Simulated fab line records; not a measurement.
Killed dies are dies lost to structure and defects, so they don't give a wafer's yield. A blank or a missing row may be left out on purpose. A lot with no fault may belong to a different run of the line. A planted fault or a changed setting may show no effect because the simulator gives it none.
Which tool was responsible? -- flow gf180mcu -- Sampling: 12 lots, 33 wafers, 8 of 602 route steps

== WHAT THE GAUGES READ, wafer by wafer ==
GF_STI_THK_MEAS_02. Usual: STI_OXIDATION_THK 10.06 nm, standard deviation 0.19.
lot,measured,on,STI_OXIDATION_THK (nm),flag
L734,day 1 12:41,film-metro-01,10.25 10.30 10.15,
L735,day 1 16:47,film-metro-03,9.99 10.13 10.07,
L738,day 2 08:13,film-metro-01,10.13 10.20 9.89,
L740,day 2 17:47,film-metro-03,10.26 10.37 10.25,
L742,day 3 03:33,film-metro-03,10.00 10.05 10.04,
L743,day 3 09:14,film-metro-01,9.95 9.69 9.91,
L744,day 3 13:31,film-metro-01,9.96 10.10 10.05,
L746,day 3 23:34,film-metro-03,10.27 10.13 10.28,
L747,day 4 04:47,film-metro-03,10.39 10.40 10.30,
L752,day 5 06:42,film-metro-03,9.76 9.54,
L753,day 5 12:05,film-metro-03,10.38 10.36,
L756,day 6 01:32,film-metro-03,9.86 10.05,

GF_STI_THK_MEAS_04. Usual: STI_CVD_03_THK 207.9 nm, standard deviation 1.8.
lot,measured,on,STI_CVD_03_THK (nm),flag
L734,day 1 15:43,film-metro-02,208.2 206.0 206.2,
L735,day 1 18:50,film-metro-03,207.0 204.7 206.0,
L738,day 2 10:15,film-metro-02,207.3 207.5 208.2,
L740,day 2 19:49,film-metro-02,210.5 207.8 208.5,
L742,day 3 05:36,film-metro-02,209.7 211.3 210.3,
L743,day 3 11:17,film-metro-02,207.8 210.8 209.5,
L744,day 3 15:34,film-metro-02,207.9 207.2 206.9,
L746,day 4 01:37,film-metro-01,202.7 203.8 206.3,
L747,day 4 06:50,film-metro-03,210.7 209.8 210.6,
L752,day 5 08:45,film-metro-02,209.0 206.3,
L753,day 5 14:08,film-metro-02,212.2 210.9,
L756,day 6 04:34,film-metro-03,207.8 207.8,

GF_VT_IMPLANT_TW_MEAS_10. Usual: VT_IMPLANT_TW 560.8, standard deviation 3.
lot,measured,on,VT_IMPLANT_TW,flag
L734,day 5 15:03,film-metro-03,559.1 556.8 560.4,
L735,day 5 21:01,film-metro-01,558.0 558.0 562.0,
L738,day 6 15:36,film-metro-03,559.6 560.5 559.3,
L740,day 7 04:32,film-metro-03,562.8 561.9 561.0,
L742,day 7 14:40,film-metro-03,563.1 563.5 561.2,
L743,day 8 00:35,film-metro-03,562.8 556.9 560.9,
L744,day 8 05:50,film-metro-04,563.4 562.0 562.6,
L746,day 8 16:52,film-metro-03,557.8 553.6 560.5,
L747,day 8 23:48,film-metro-03,560.6 557.7 566.6,
L752,day 10 07:09,film-metro-04,562.1 700.6,OFF
L753,day 10 14:08,film-metro-03,692.1 694.3,OFF
L756,day 11 07:58,film-metro-04,558.0 691.0,OFF

GF_VT_IMPLANT_TW_MEAS_21. Usual: VT_IMPLANT_2_TW 1208, standard deviation 6.7.
lot,measured,on,VT_IMPLANT_2_TW,flag
L734,day 6 05:56,film-metro-03,1209 1213 1208,
L735,day 6 11:50,film-metro-03,1209 1211 1215,
L738,day 7 06:24,film-metro-01,1210 1210 1209,
L740,day 7 21:06,film-metro-03,1210 1212 1214,
L742,day 8 06:55,film-metro-03,1202 1212 1200,
L743,day 8 17:09,film-metro-03,1206 1200 1199,
L744,day 8 22:17,film-metro-01,1193 1193 1201,
L746,day 9 10:23,film-metro-04,1213 1215 1217,
L747,day 9 17:10,film-metro-03,1209 1203 1207,
L752,day 11 01:37,film-metro-03,1199 1232,
L753,day 11 08:53,film-metro-04,1239 1235,OFF
L756,day 12 02:37,film-metro-04,1203 1248,

GF_VT_IMPLANT_TW_MEAS_32. Usual: VT_IMPLANT_3_TW 267.3, standard deviation 1.6.
lot,measured,on,VT_IMPLANT_3_TW,flag
L734,day 6 20:50,film-metro-04,268.1 268.9 267.2,
L735,day 7 02:55,film-metro-04,270.1 269.2 268.0,
L738,day 7 22:20,film-metro-03,267.6 266.2 268.2,
L740,day 8 13:35,film-metro-01,266.4 264.7 264.7,
L742,day 8 23:18,film-metro-03,266.7 266.2 265.6,
L743,day 9 10:27,film-metro-03,267.2 266.7 267.8,
L744,day 9 15:39,film-metro-04,270.5 268.9 267.8,
L746,day 10 04:11,film-metro-04,270.5 270.1 270.0,
L747,day 10 10:58,film-metro-04,270.3 269.8 268.6,
L752,day 11 20:16,film-metro-04,266.8 567.9,OFF
L753,day 12 03:58,film-metro-01,569.5 562.7,OFF
L756,day 12 22:21,film-metro-01,265.6 573.1,OFF

== WHICH TOOL RAN EACH LOT (tool, then ch and the chambers of the sampled wafers, then the start) ==
lot,GF_MVPSD_COAT_02,GF_MVPSD_STRIP_10,GF_VT_IMPLANT_STRIP_31
L734,"litho-track-02 ch 0, day 4 17:48","plasma-asher-03 ch 0,1, day 5 01:11","plasma-asher-03 ch 0,1, day 6 20:44"
L735,"litho-track-02 ch 0, day 4 22:20","plasma-asher-01 ch 0,1, day 5 06:14","plasma-asher-01 ch 0,1, day 7 02:49"
L738,"litho-track-02 ch 0, day 5 16:08","plasma-asher-03 ch 0,1, day 6 00:01","plasma-asher-01 ch 0,1, day 7 22:14"
L740,"litho-track-04 ch 0, day 6 05:04","plasma-asher-03 ch 0,1, day 6 12:58","plasma-asher-02 ch 0,1, day 8 13:29"
L742,"litho-track-04 ch 0, day 6 15:05","plasma-asher-03 ch 0,1, day 6 22:51","plasma-asher-03 ch 0,1, day 8 23:11"
L743,"litho-track-04 ch 0, day 7 00:01","plasma-asher-01 ch 0,1, day 7 08:26","plasma-asher-01 ch 0,1, day 9 10:21"
L744,"litho-track-03 ch 0, day 7 04:44","plasma-asher-03 ch 0,1, day 7 13:27","plasma-asher-02 ch 0,1, day 9 15:33"
L746,"litho-track-02 ch 0, day 7 15:17","plasma-asher-04 ch 0,1, day 8 00:25","plasma-asher-02 ch 0, day 10 04:05"
L747,"litho-track-02 ch 0, day 7 21:56","plasma-asher-04 ch 0,1, day 8 06:52","plasma-asher-02 ch 0,1, day 10 10:51"
L752,"litho-track-04 ch 0, day 9 04:25","plasma-asher-04 ch 0,1, day 9 13:15","plasma-asher-03 ch 0,1, day 11 20:10"
L753,"litho-track-04 ch 0, day 9 10:52","plasma-asher-01 ch 0,1, day 9 19:56","plasma-asher-02 ch 0,1, day 12 03:54"
L756,"litho-track-04 ch 0, day 10 03:07","plasma-asher-04 ch 0, day 10 12:52","plasma-asher-01 ch 1, day 12 22:16"
- GF_MVPSD_COAT_02: resist thk 3000 nm.
- GF_MVPSD_STRIP_10: strips in O2/N2.
- GF_VT_IMPLANT_STRIP_31: strips in O2/N2.

== WHAT THE TOOLS THEMSELVES READ (means of the sampled wafers that have a number; where no wafer has one, the mark that the record gives instead) ==
GF_MVPSD_STRIP_10. Usual: drypump-motor-current-A 5.3 A, standard deviation 0.58; heater-power-w 340 W, standard deviation 22; oes-product-au 0.723 a.u., standard deviation 0.0047; strip-time-to-endpoint-s 36.98 s, standard deviation 0.099.
lot,tool,drypump-motor-current-A (A),heater-power-w (W),oes-product-au (a.u.),strip-time-to-endpoint-s (s),flag
L734,plasma-asher-03,6.0,331,0.722,37.07,
L735,plasma-asher-01,5.5,338,0.721,36.97,
L738,plasma-asher-03,5.4,341,0.723,37.07,
L740,plasma-asher-03,5.4,346,0.725,37.13,
L742,plasma-asher-03,5.9,331,0.720,36.91,
L743,plasma-asher-01,5.4,359,0.723,36.93,
L744,plasma-asher-03,6.0,329,0.726,36.94,
L746,plasma-asher-04,4.9,344,0.723,36.99,
L747,plasma-asher-04,4.9,342,0.726,36.89,
L752,plasma-asher-04,4.9,334,0.609,21.52,OFF
L753,plasma-asher-01,5.5,352,0.494,6.08,OFF
L756,plasma-asher-04,5.0,321,0.605,21.45,OFF

GF_VT_IMPLANT_STRIP_31. Usual: drypump-motor-current-A 5.5 A, standard deviation 0.48; heater-power-w 342 W, standard deviation 20; oes-product-au 0.716 a.u., standard deviation 0.0048; strip-time-to-endpoint-s 12.64 s, standard deviation 0.036.
lot,tool,drypump-motor-current-A (A),heater-power-w (W),oes-product-au (a.u.),strip-time-to-endpoint-s (s),flag
L734,plasma-asher-03,5.9,332,0.713,12.67,
L735,plasma-asher-01,5.4,360,0.719,12.59,
L738,plasma-asher-01,5.5,336,0.717,12.63,
L740,plasma-asher-02,5.4,340,0.717,12.67,
L742,plasma-asher-03,5.4,343,0.716,12.60,
L743,plasma-asher-01,5.5,338,0.718,12.74,
L744,plasma-asher-02,5.5,342,0.713,12.65,
L746,plasma-asher-02,5.5,340,0.714,12.65,
L747,plasma-asher-02,5.5,346,0.712,12.64,
L752,plasma-asher-03,5.7,336,0.722,12.63,
L753,plasma-asher-02,5.5,345,0.715,12.66,
L756,plasma-asher-01,5.3,374,0.721,12.65,

== THE ANSWER, worked out from the rows above alone ==
Rule: take the mean of a lot's wafers that have a number; if it is more than 3 standard deviations from the usual mean, the lot is off. Also off: a lot with no number at a reading for which 4 or more lots have one. Where the step has rows for the other lots, those lots are counted as sound. Order of review: gauges by route order, followed by the tools' own readings, for which a lot's mean as printed above is used. At the first step where some lot is off, the reading lying furthest off is the one used; lots without a number count as furthest.
Off: L752, L753, L756, seen at GF_VT_IMPLANT_TW_MEAS_10 (VT_IMPLANT_TW).
If a tool, at a process step before that reading, ran all the lots that are off and no sound lot after the first of them, it fits. Not tried: the gauges at GF_VT_IMPLANT_TW_MEAS_10; whatever is off there is also off at GF_MVPSD_STRIP_10, on other tools, and gauge error can't account for it. One fits: litho-track-04 at GF_MVPSD_COAT_02. Its last sound lot is L743 (day 7 00:01), its first lot that is off L752 (day 9 04:25): a fault that began between those two fits.

== WHAT WAS PUT IN BY THE SIMULATOR ==
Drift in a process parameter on litho-track-04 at GF_MVPSD_COAT_02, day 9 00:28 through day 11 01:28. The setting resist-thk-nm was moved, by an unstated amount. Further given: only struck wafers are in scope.
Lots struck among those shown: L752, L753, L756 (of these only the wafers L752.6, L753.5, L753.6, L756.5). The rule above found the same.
